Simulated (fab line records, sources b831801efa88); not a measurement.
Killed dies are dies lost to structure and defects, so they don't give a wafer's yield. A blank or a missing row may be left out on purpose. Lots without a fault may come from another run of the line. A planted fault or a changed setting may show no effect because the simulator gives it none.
fab line records | flow sky130
record lots=6 wafers=18 last_day=50
route steps=708 shown VIA2@516 METAL3@532 PAD_OPEN@708
lots that met no fault: from a run of the same line without faults
start_h: hours from the record's first day to the start of the lot's first wafer shown | wait_h: hours since the lot's step before | " the same as in the row above | L1.1+2: a row that stands for several wafers | - no value, or no start given | * or withheld: withheld | < > ~ a bound
route shown NAME@n: a module of which the file shows steps, and the number in the route of the first | usual: mean/standard deviation of fault-free wafers | same: alike in all rows | chamber/n: place in a boat | sites: the reading at each site | _std_site: their standard deviation | _edge_site: outer sites' mean less inner sites' | radius_mm: how far each site lies from the wafer's centre | mask NAME#n: copy n | behind: the tool/chamber that last shaped the wafer | hold: why the lot was held/for how many hours/how that ended | device: the transistor (n, p or np) that didn't switch | end of line: the same wafers' tests at the end of the route | a step without rows: its recipe alone | killed: dies lost to structure and defects at the first sort, not the wafer's yield | map: a wafer's dies, x killed, . not, _ none there
set.NAME: the setting as run; set.NAME@STEP: as run at that earlier step | model.NAME: the simulator's own value behind a step, which no gauge read
lots at some steps of the route; a table a step, a row a wafer
services: from which hour (start_h, from the record's first day; less than 0 if before it) a tool's chamber was out of use, for how many hours, and why
## steps
# step SKY_VIA2_EXPOSE_09
# recipe mask_id=VIM2 na=0.8 source_shape=annular sigma_inner=0.55 sigma_outer=0.85 target_cd_nm=200 dose_mj=38
# step SKY_VIA2_PEB_10
# recipe peb_temp_c=withheld peb_time_s=withheld resist=KrF-thick
# step SKY_VIA2_DEVELOP_11
# recipe develop_time_s=60 resist=KrF-thick dev_temp_c=21
# step SKY_VIA2_CD_MEAS_12
# recipe target_cd_nm=200
# usual cd_nm=199.7/1.4
# columns lot.wafer tool chamber start_h wait_h cd_nm
L156.1 cd_sem-02 - 841.85 - 198.9
L156.4 " - " " 200.0
L156.6 " - " " 200.7
L161.1 cd_sem-01 - 892.86 - 200.5
L161.2 " - " " 200.9
L161.4 " - " " 200.1
L163.1 cd_sem-02 - 898.16 - 197.7
L163.3 " - " " 198.1
L163.5 " - " " 198.5
L171.1 cd_sem-01 - 949.41 - 200.8
L171.3 " - " " 199.4
L171.6 " - " " 200.0
L175.2 cd_sem-01 - 997.28 - 199.8
L175.3 " - " " 199.8
L175.6 " - " " 199.9
L177.1 cd_sem-01 - 1003.77 - 200.3
L177.3 " - " " 200.4
L177.4 " - " " 201.6
# step SKY_VIA2_OVL_MEAS_13
# usual VIA2_OVL=0/5.5
# columns lot.wafer tool chamber start_h wait_h VIA2_OVL[nm]
L156.1 overlay-02 - 841.97 0.1 -2
L156.4 " - " " -2
L156.6 " - " " -3
L161.1 overlay-01 - 892.98 0.1 -2
L161.2 " - " " 0
L161.4 " - " " 5
L163.1 overlay-02 - 898.28 0.1 5
L163.3 " - " " 6
L163.5 " - " " -3
L171.1 overlay-01 - 949.53 0.1 5
L171.3 " - " " -4
L171.6 " - " " -1
L175.2 overlay-02 - 997.39 0.1 3
L175.3 " - " " 2
L175.6 " - " " 9
L177.1 overlay-01 - 1003.89 0.1 -9
L177.3 " - " " 0
L177.4 " - " " -1
# step SKY_VIA2_ETCH_14
# recipe chemistry=N2/H2 target=BARC ion_energy_ev=200 source_w=500 bias_w=100 pressure_mtorr=30 n2_flow_sccm=100 h2_flow_sccm=200 stop_on=SiO2 time_s=45.9 target_depth_a=600
# usual drypump_motor_current_A=5.5/0.4 h2_flow_sccm=200.0/0.56 oes_product_au=0.854/0.0046 throttle_valve_pct=13.225/0.011
# columns lot.wafer tool chamber start_h wait_h drypump_motor_current_A h2_flow_sccm oes_product_au rf_hours_counter_h throttle_valve_pct
L156.1 rie_diel-04 0 842.01 0.0 5.9 199.7 0.857 16 13.221
L156.4 " 1 " " 5.4 198.8 0.858 7 13.212
L156.6 " 1 " " 5.3 198.6 0.858 - 13.242
L161.1 rie_diel-01 3 893.02 0.0 6.2 200.0 0.858 28 13.217
L161.2 " 1 " " 5.0 199.8 0.851 3 13.216
L161.4 " 0 " " 5.6 200.3 0.842 7 13.215
L163.1 rie_diel-04 3 898.32 0.0 5.3 200.1 0.853 18 13.236
L163.3 " 2 " " 5.2 200.2 0.858 7 13.232
L163.5 " 1 " " 5.4 200.4 0.857 - 13.237
L171.1 rie_diel-04 2 949.57 0.0 5.2 199.7 0.855 8 13.221
L171.3 " 3 " " 5.3 199.1 0.850 19 13.242
L171.6 " 2 " " 5.2 198.8 0.849 - 13.234
L175.2 rie_diel-04 0 997.42 0.0 5.9 200.5 0.858 21 13.218
L175.3 " 2 " " 5.2 200.0 0.861 10 13.230
L175.6 " 1 " " 5.3 199.6 0.852 - 13.233
L177.1 rie_diel-03 0 1003.93 0.0 6.6 201.6 0.857 27 13.213
L177.3 " 1 " " 5.6 201.0 0.858 13 13.234
L177.4 " 2 " " 5.1 199.9 0.853 13 13.237
# step SKY_VIA2_ETCH_15
# recipe target=SiO2 chemistry=C4F8/O2/Ar target_depth_nm=546 stop_on=TiN mask_material=KrF-thick source_w=1500 bias_w=1200 pressure_mtorr=40 c4f8_flow_sccm=withheld O2_flow_sccm=6 Ar_flow_sccm=300 time_s=84
# usual oes_product_au=0.940/0.0052
# columns lot.wafer tool chamber start_h wait_h oes_product_au rf_hours_counter_h
L156.1 rie_diel-04 0 842.05 0.0 0.945 16
L156.4 " 1 " " 0.933 7
L156.6 " 1 " " 0.938 -
L161.1 rie_diel-01 3 893.06 0.0 0.942 28
L161.2 " 1 " " 0.950 3
L161.4 " 0 " " 0.935 7
L163.1 rie_diel-04 3 898.36 0.0 0.934 18
L163.3 " 2 " " 0.933 7
L163.5 " 1 " " 0.947 -
L171.1 rie_diel-04 2 949.61 0.0 0.940 8
L171.3 " 3 " " 0.943 19
L171.6 " 2 " " 0.938 -
L175.2 rie_diel-04 0 997.46 0.0 0.935 21
L175.3 " 2 " " 0.947 10
L175.6 " 1 " " 0.951 -
L177.1 rie_diel-03 0 1003.97 0.0 0.932 27
L177.3 " 1 " " 0.937 13
L177.4 " 2 " " 0.936 13
# step SKY_VIA2_STRIP_16
# recipe chemistry=O2/N2 power_w=1400 pressure_mtorr=1500 platen_temp_c=withheld o2_flow_sccm=3000 n2_flow_sccm=300 overash_fraction=0.5
# usual drypump_motor_current_A=5.5/0.37 oes_product_au=0.399/0.0053 strip_time_to_endpoint_s=4.05/0.033
# columns lot.wafer tool chamber start_h wait_h drypump_motor_current_A oes_product_au rf_hours_counter_h strip_time_to_endpoint_s
L156.1 plasma_asher-02 0 842.11 0.0 5.7 0.404 10 4.05
L156.4 " 0 " " 5.7 0.402 - 4.09
L156.6 " 0 " " 5.7 0.405 - 4.11
L161.1 plasma_asher-01 1 893.12 0.0 5.0 0.398 45 4.06
L161.2 " 0 " " 5.7 0.401 45 4.10
L161.4 " 1 " " 5.0 0.394 - 4.02
L163.1 plasma_asher-03 1 898.42 0.0 5.1 0.395 75 4.05
L163.3 " 0 " " 6.1 0.394 - 4.00
L163.5 " 0 " " 6.1 0.403 - 4.08
L171.1 plasma_asher-02 1 949.67 0.0 5.8 0.400 22 3.99
L171.3 " 1 " " 5.8 0.396 - 4.01
L171.6 " 1 " " 5.8 0.398 - 3.99
L175.2 plasma_asher-02 1 997.52 0.0 5.8 0.388 27 4.04
L175.3 " 0 " " 5.7 0.402 - 4.01
L175.6 " 0 " " 5.7 0.398 - 4.08
L177.1 plasma_asher-01 1 1004.03 0.0 5.0 0.403 57 4.04
L177.3 " 1 " " 5.0 0.402 - 4.07
L177.4 " 0 " " 5.7 0.392 - 4.04
# step SKY_VIA2_STRIP_17
# recipe chemistry=post_etch_residue_remover time_s=1200 temp_c=72.5
# step SKY_VIA2_CLEAN_18
# recipe chemistry=IPA time_s=180 temp_c=25
# step SKY_VIA2_CLEAN_19
# recipe chemistry=O3/DIW dry=n2_spin
# step SKY_VIA2_SPUTTER_20
# recipe material=TiN target_thk_nm=20 chamber_pressure_pa=5 power_w=4000 time_s=80
# usual chamber_pressure_pa=5.000/0.009 throttle_valve_pct=30.0/1.2
# columns lot.wafer tool chamber start_h wait_h chamber_pressure_pa throttle_valve_pct
L156.1 pvd_sputter-02 - 842.71 0.0 4.995 28.5
L156.4 " - " " 5.000 30.7
L156.6 " - " " 4.990 30.9
L161.1 pvd_sputter-04 - 893.71 0.0 5.014 29.0
L161.2 " - " " 5.009 30.0
L161.4 " - " " 5.005 27.4
L163.1 pvd_sputter-01 - 899.02 0.0 4.997 31.0
L163.3 " - " " 5.024 31.1
L163.5 " - " " 4.989 29.5
L171.1 pvd_sputter-02 - 950.26 0.0 4.999 28.5
L171.3 " - " " 5.005 30.5
L171.6 " - " " 5.002 30.6
L175.2 pvd_sputter-04 - 998.12 0.0 5.004 27.5
L175.3 " - " " 4.993 29.1
L175.6 " - " " 4.990 29.3
L177.1 pvd_sputter-04 - 1004.62 0.0 4.995 29.6
L177.3 " - " " 5.008 29.8
L177.4 " - " " 4.999 30.7
# step SKY_VIA2_CVD_21
# recipe material=W target_thk_nm=420 time_s=126.4 temp_c=400 pressure_torr=40
# usual heater_power_w=867/130
# columns lot.wafer tool chamber start_h wait_h heater_power_w model.W_of_VIA2_CVD_21.thk_nm
L156.1 cvd_w-01 0 842.77 0.0 1111 418.3
L156.4 " 1 " " 862 416
L156.6 " 1 " " 857 416.7
L161.1 cvd_w-01 0 893.78 0.0 1124 417.7
L161.2 " 1 " " 872 161.6
L161.4 " 1 " " 862 159.3
L163.1 cvd_w-01 0 899.08 0.0 1111 426.7
L163.3 " 1 " " 864 163.1
L163.5 " 1 " " 853 163.3
L171.1 cvd_w-02 1 950.33 0.0 712 416
L171.3 " 0 " " 854 414.8
L171.6 " 0 " " 844 417
L175.2 cvd_w-01 0 998.18 0.0 1060 419.1
L175.3 " 1 " " 773 428.6
L175.6 " 0 " " 1029 419.9
L177.1 cvd_w-01 1 1004.68 0.0 788 422.2
L177.3 " 1 " " 763 423
L177.4 " 0 " " 1036 411.2
# step SKY_VIA2_RS_MEAS_22
# recipe thk_meas_gauge=four-point-probe reads=W_of_VIA2_CVD_21+TiN_of_VIA2_SPUTTER_20
# usual VIA2_W_RS=0.273/0.0033
# columns lot.wafer tool chamber start_h wait_h VIA2_W_RS[ohm/sq]
L156.1 film_metro-01 - 842.90 0.1 0.275
L156.4 " - " " 0.276
L156.6 " - " " 0.275
L161.1 film_metro-04 - 893.91 0.1 0.274
L161.2 " - " " 0.718
L161.4 " - " " 0.730
L163.1 film_metro-04 - 899.21 0.1 0.268
L163.3 " - " " 0.713
L163.5 " - " " 0.711
L171.1 film_metro-04 - 950.46 0.1 0.275
L171.3 " - " " 0.276
L171.6 " - " " 0.274
L175.2 film_metro-01 - 998.33 0.1 0.274
L175.3 " - " " 0.268
L175.6 " - " " 0.273
L177.1 film_metro-04 - 1004.81 0.1 0.270
L177.3 " - " " 0.270
L177.4 " - " " 0.278
# step SKY_VIA2_THK_MEAS_23
# recipe thk_meas_gauge=xrf reads=W_of_VIA2_CVD_21
# usual VIA2_W_THK=412/6.8
# columns lot.wafer tool chamber start_h wait_h VIA2_W_THK[nm]
L156.1 film_metro-01 - 843.02 0.1 409
L156.4 " - " " 404
L156.6 " - " " 406
L161.1 film_metro-04 - 894.03 0.1 415
L161.2 " - " " 160
L161.4 " - " " 158
L163.1 film_metro-04 - 899.33 0.1 420
L163.3 " - " " 162
L163.5 " - " " 162
L171.1 film_metro-04 - 950.58 0.1 418
L171.3 " - " " 411
L171.6 " - " " 417
L175.2 film_metro-01 - 998.44 0.1 406
L175.3 " - " " 414
L175.6 " - " " 406
L177.1 film_metro-04 - 1004.93 0.1 415
L177.3 " - " " 418
L177.4 " - " " 408
# step SKY_VIA2_CMP_24
# recipe stop_on=SiO2 t_overpolish_s=20 down_force_psi=3.5 platen_rpm=60 target_thk_nm=0 pad_velocity_m_s=0.94248
# usual motor_current_A=11.4/1.6 time_to_endpoint_s=102/5.9
# columns lot.wafer tool chamber start_h wait_h motor_current_A time_to_endpoint_s
L156.1 cmp-01 3 843.16 0.1 11.4 106
L156.4 " 0 " " 12.9 106
L156.6 " 3 " " 11.9 99
L161.4 cmp-02 0 894.14 0.1 10.5 43
L161.2 " 1 " " 8.4 45
L161.1 " 2 " " 11.5 99
L163.1 cmp-02 1 899.39 0.1 8.8 107
L163.3 " 0 " " 9.1 44
L163.5 " 1 " " 8.8 45
L171.3 cmp-02 3 950.69 0.1 14.8 106
L171.1 " 1 " " 8.7 105
L171.6 " 2 " " 11.6 97
L175.2 cmp-02 3 998.56 0.1 15.2 103
L175.3 " 1 " " 8.4 111
L175.6 " 3 " " 14.9 102
L177.1 cmp-01 0 1004.99 0.1 12.2 99
L177.4 " 2 " " 10.4 96
L177.3 " 3 " " 11.3 98
# step SKY_METAL3_SPUTTER_00
# recipe material=Ti target_thk_nm=15 power_w=3000 time_s=10 chamber_pressure_pa=0.4
# usual chamber_pressure_pa=0.4000/0.00079 throttle_valve_pct=29.9/1.1
# columns lot.wafer tool chamber start_h wait_h chamber_pressure_pa throttle_valve_pct
L156.1 pvd_sputter-01 - 843.46 0.2 0.3988 29.2
L156.4 " - " " 0.4000 31.3
L156.6 " - " " 0.4007 29.6
L161.1 pvd_sputter-03 - 894.39 0.1 0.4013 29.2
L161.2 " - " " 0.3999 27.6
L161.4 " - " " 0.4019 30.0
L163.1 pvd_sputter-03 - 899.69 0.2 0.3993 30.3
L163.3 " - " " 0.4010 29.9
L163.5 " - " " 0.4006 27.9
L171.1 pvd_sputter-01 - 950.94 0.1 0.3991 29.7
L171.3 " - " " 0.3996 29.3
L171.6 " - " " 0.3993 29.1
L175.2 pvd_sputter-03 - 998.81 0.2 0.3983 29.8
L175.3 " - " " 0.4002 30.1
L175.6 " - " " 0.3995 29.4
L177.1 pvd_sputter-02 - 1005.29 0.2 0.3993 32.1
L177.3 " - " " 0.4003 30.7
L177.4 " - " " 0.4000 30.7
# step SKY_PAD_OPEN_PROBE_99
# usual defect_limited_yield=82.5/1.9 killed_at_M0_to_M3=43/6.6 killed_at_M4_up=3.0/1.8 killed_at_contacts=24/5.1 killed_at_front_end=16/4.5 killed_at_other=0.3/0.67 killed_dies=86/9.3 killed_open=47/6.9 killed_short=39/6.6 sort_bin_3_pad_short=0.9/0.41 sort_bin_5_function=10.4/1.4 sort_bin_6_memory=6.2/1.1 sort_n_pass=406/9.3 sort_yield_pct=82.5/1.9
# same gross_dies=492 killed_at_back_side=0 sort_bin_4_leakage[%]=0 sort_bin_8_speed[%]=0
# columns lot.wafer tool chamber start_h wait_h defect_limited_yield[%] killed_at_M0_to_M3 killed_at_M4_up killed_at_contacts killed_at_front_end killed_at_other killed_dies killed_open killed_short sort_bin_3_pad_short[%] sort_bin_5_function[%] sort_bin_6_memory[%] sort_n_pass sort_yield_pct[%]
L156.1 prober-01 - 1069.08 0.1 81.9 52 3 22 12 0 89 51 35 1.0 10.4 6.7 403 81.9
L156.4 prober-01 - 1069.23 0.2 83.5 39 3 21 18 0 81 46 35 1.0 11.0 4.5 411 83.5
L156.6 prober-01 - 1069.33 0.2 80.7 47 6 28 14 0 95 47 48 1.0 10.6 7.7 397 80.7
L161.1 prober-02 - 1110.58 0.1 81.3 48 2 27 14 1 92 56 36 0.2 12.4 6.1 400 81.3
L161.2 prober-02 - 1110.63 0.1 84.8 42 1 21 11 0 75 37 38 0.8 10.2 4.3 417 84.8
L161.4 prober-02 - 1110.73 0.2 81.7 44 5 30 11 0 90 58 32 1.4 11.0 5.9 402 81.7
# killed by level:class
L156.1 VIA1:geometric_particle:open=14 LI_CONTACT:geometric_particle:open=7 VIA3:geometric_particle:open=7 CONTACT:geometric_particle:open=6 VIA1:geometric_particle:short=6 METAL1:geometric_particle:short=4 POLY_GATE:geometric_particle:open=4 VIA2:geometric_particle:open=4
L156.4 VIA1:geometric_particle:open=16 FIELD_ISO:geometric_particle:open=7 CONTACT:geometric_particle:open=7 LI_CONTACT:geometric_particle:open=5 FIELD_ISO:geometric_particle:short=4 CONTACT:geometric_particle:short=4 VIA1:geometric_particle:short=4 POLY_GATE:geometric_particle:short=3
L156.6 VIA1:geometric_particle:open=14 CONTACT:geometric_particle:open=8 CONTACT:geometric_particle:short=8 FIELD_ISO:geometric_particle:short=7 LI_CONTACT:geometric_particle:open=7 METAL3:geometric_particle:short=6 VIA1:geometric_particle:short=6 VIA3:geometric_particle:open=6
L161.1 VIA1:geometric_particle:open=18 LOCAL_INTERCONNECT:geometric_particle:short=10 METAL2:geometric_particle:short=8 CONTACT:geometric_particle:open=7 VIA3:geometric_particle:open=7 POLY_GATE:geometric_particle:open=6 LI_CONTACT:geometric_particle:open=6 VIA2:geometric_particle:open=5
L161.2 VIA3:geometric_particle:open=8 CONTACT:geometric_particle:open=7 VIA2:geometric_particle:open=7 CONTACT:geometric_particle:short=6 VIA1:geometric_particle:short=6 METAL1:geometric_particle:short=5 METAL2:geometric_particle:short=5 POLY_GATE:geometric_particle:open=4
L161.4 CONTACT:geometric_particle:open=16 VIA1:geometric_particle:open=11 LI_CONTACT:geometric_particle:open=8 METAL1:geometric_particle:short=6 VIA2:geometric_particle:open=6 VIA1:geometric_particle:short=5 METAL4:geometric_particle:short=5 LOCAL_INTERCONNECT:geometric_particle:short=4
## services
# columns tool chamber start_h hours kind
plasma_asher-01 - 819.43 2.3 repair
pvd_sputter-03 - 821.30 1.0 repair
rie_diel-01 - 825.19 2.8 pm
cmp-01 - 830.07 1.5 repair
cmp-02 - 843.07 4.3 repair
pvd_sputter-03 - 844.45 10.9 repair
rie_diel-04 2 847.22 3.9 repair
pvd_sputter-04 - 848.05 0.5 repair
cmp-02 - 861.57 3.0 pm
cmp-01 - 879.41 0.2 repair
rie_diel-04 2 879.70 11.7 repair
pvd_sputter-01 - 880.90 1.8 repair
pvd_sputter-04 - 885.90 6.6 repair
pvd_sputter-01 - 893.30 2.2 repair
pvd_sputter-02 - 897.00 0.5 repair
cvd_w-01 - 904.00 14.0 pm
cmp-02 - 912.29 4.0 pm
pvd_sputter-02 - 935.76 6.9 repair
cmp-02 - 951.09 0.5 repair
pvd_sputter-02 - 952.41 2.5 repair
rie_diel-04 3 959.72 10.0 repair
cmp-02 - 962.98 4.2 repair
pvd_sputter-04 - 964.62 3.7 repair
cmp-02 - 1005.00 1.9 repair
## key
first_sign step=SKY_VIA2_RS_MEAS_22 reading=VIA2_W_RS direction=up sigmas=99+ usual=0.273 struck=0.718
effect step=SKY_VIA2_THK_MEAS_23 reading=VIA2_W_THK direction=down sigmas=37 usual=412 struck=161
effect step=SKY_VIA2_CMP_24 reading=time_to_endpoint_s direction=down sigmas=9.9 usual=* struck=*
model_effect step=SKY_VIA2_CVD_21 value=W_of_VIA2_CVD_21.thk_nm without=422.2 struck=161.8
met_at SKY_VIA2_CVD_21
struck_wafers L161.2,L161.4,L163.3,L163.5
onset_between 842.77 893.78
fault kind=process_parameter_drift tool=cvd_w-01 chamber=1 onset_h=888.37 steps=SKY_VIA2_CVD_21 channel=target_thk_nm offset=-262.52 shape=step end_h=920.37 acts_in=these_recipes_only stated=420
